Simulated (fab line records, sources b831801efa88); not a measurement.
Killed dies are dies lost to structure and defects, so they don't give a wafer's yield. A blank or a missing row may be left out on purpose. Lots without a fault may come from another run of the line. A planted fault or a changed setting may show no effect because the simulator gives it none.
Which tool did it? | flow gf180mcu | 11 lots, 33 wafers sampled, at 4 steps of a route of 602

WHAT THE GAUGES READ, wafer by wafer
GF_MVSD_TW_MEAS_11.
lot  | measured    | on            | MVSD_TW
L385 | day 4 10:26 | film_metro-03 | 1583 1572 1580
L388 | day 5 04:58 | film_metro-02 | 1607 1602 1613
L390 | day 5 15:24 | film_metro-03 | 1586 1591 1589
L391 | day 6 00:16 | film_metro-02 | 1611 1612 1621
L393 | day 6 09:42 | film_metro-04 | 1605 1601 1595
L396 | day 7 02:58 | film_metro-04 | 1619 1629 1627
L397 | day 7 07:41 | film_metro-02 | 1450 1451 1448
L398 | day 7 12:59 | film_metro-04 | 1461 1462 1456
L399 | day 7 19:17 | film_metro-03 | 1605 1600 1594
L404 | day 9 02:32 | film_metro-02 | 1605 1598 1597
L406 | day 9 16:42 | film_metro-03 | 1589 1579 1583

WHICH TOOL RAN EACH LOT (tool, then ch and the chambers of the sampled wafers, then the start)
lot  | GF_STI_STRIP_15                     | GF_DNWELL_STRIP_08                  | GF_MVSD_IMPLANT_08
L385 | plasma_asher-03 ch 1, day 2 01:26   | plasma_asher-02 ch 0,1, day 2 18:08 | implanter-03 ch 0, day 4 10:03
L388 | plasma_asher-03 ch 0,1, day 2 16:42 | plasma_asher-04 ch 0,1, day 3 11:46 | implanter-03 ch 0, day 5 04:37
L390 | plasma_asher-03 ch 1, day 3 04:26   | plasma_asher-02 ch 0,1, day 3 21:32 | implanter-03 ch 0, day 5 15:01
L391 | plasma_asher-03 ch 0,1, day 3 09:51 | plasma_asher-04 ch 0,1, day 4 04:16 | implanter-04 ch 0, day 5 23:53
L393 | plasma_asher-04 ch 0,1, day 3 17:58 | plasma_asher-04 ch 0,1, day 4 13:04 | implanter-02 ch 0, day 6 09:20
L396 | plasma_asher-04 ch 0,1, day 4 11:28 | plasma_asher-02 ch 0,1, day 5 06:13 | implanter-02 ch 0, day 7 02:37
L397 | plasma_asher-02 ch 0,1, day 4 15:20 | plasma_asher-04 ch 0,1, day 5 09:48 | implanter-03 ch 0, day 7 07:17
L398 | plasma_asher-03 ch 0,1, day 4 20:35 | plasma_asher-04 ch 0,1, day 5 14:29 | implanter-03 ch 0, day 7 12:35
L399 | plasma_asher-04 ch 0,1, day 5 01:53 | plasma_asher-04 ch 0,1, day 5 19:54 | implanter-02 ch 0, day 7 18:53
L404 | plasma_asher-03 ch 0,1, day 6 03:02 | plasma_asher-04 ch 0,1, day 7 01:19 | implanter-04 ch 0, day 9 02:10
L406 | plasma_asher-03 ch 0,1, day 6 15:02 | plasma_asher-04 ch 1, day 7 13:14   | implanter-02 ch 0, day 9 16:19
- GF_STI_STRIP_15: strips in O2/N2.
- GF_DNWELL_STRIP_08: strips in O2/N2.
- GF_MVSD_IMPLANT_08

THE ANSWER, worked out from the rows above alone
Rule: what is usual is taken from the lots themselves. Put in order of their means at a reading, lots are off if they are a third of the lots or fewer, leave a main group of 4 or more, and stand apart from it by a gap of 3 or more times the standard deviation of the main group's means; of several such gaps the widest counts. A main group whose means are all the same, to the digits that the tables above print for the reading, isn't used. A lot without any number at a reading at which 4 lots or more have one is off too. The other lots that the step has rows for count as sound.
Off: L397, L398, at GF_MVSD_TW_MEAS_11 (MVSD_TW). The main group: mean 1600, standard deviation 14.
A tool fits if, at a process step before that reading, it ran every lot that is off, and no sound lot after the first of them. The gauges at GF_MVSD_TW_MEAS_11 are tried like those tools. One fits: implanter-03 at GF_MVSD_IMPLANT_08. Its last sound lot is L390 (day 5 15:01), its first lot that is off L397 (day 7 07:17): a fault that began between those two fits.

WHAT THE SIMULATOR HAD PUT IN
Process parameter drift: implanter-03, from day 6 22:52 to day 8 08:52, at GF_MVSD_IMPLANT_08. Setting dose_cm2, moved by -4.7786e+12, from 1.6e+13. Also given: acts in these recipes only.
Lots struck among those shown: L397, L398. The rule above found the same.
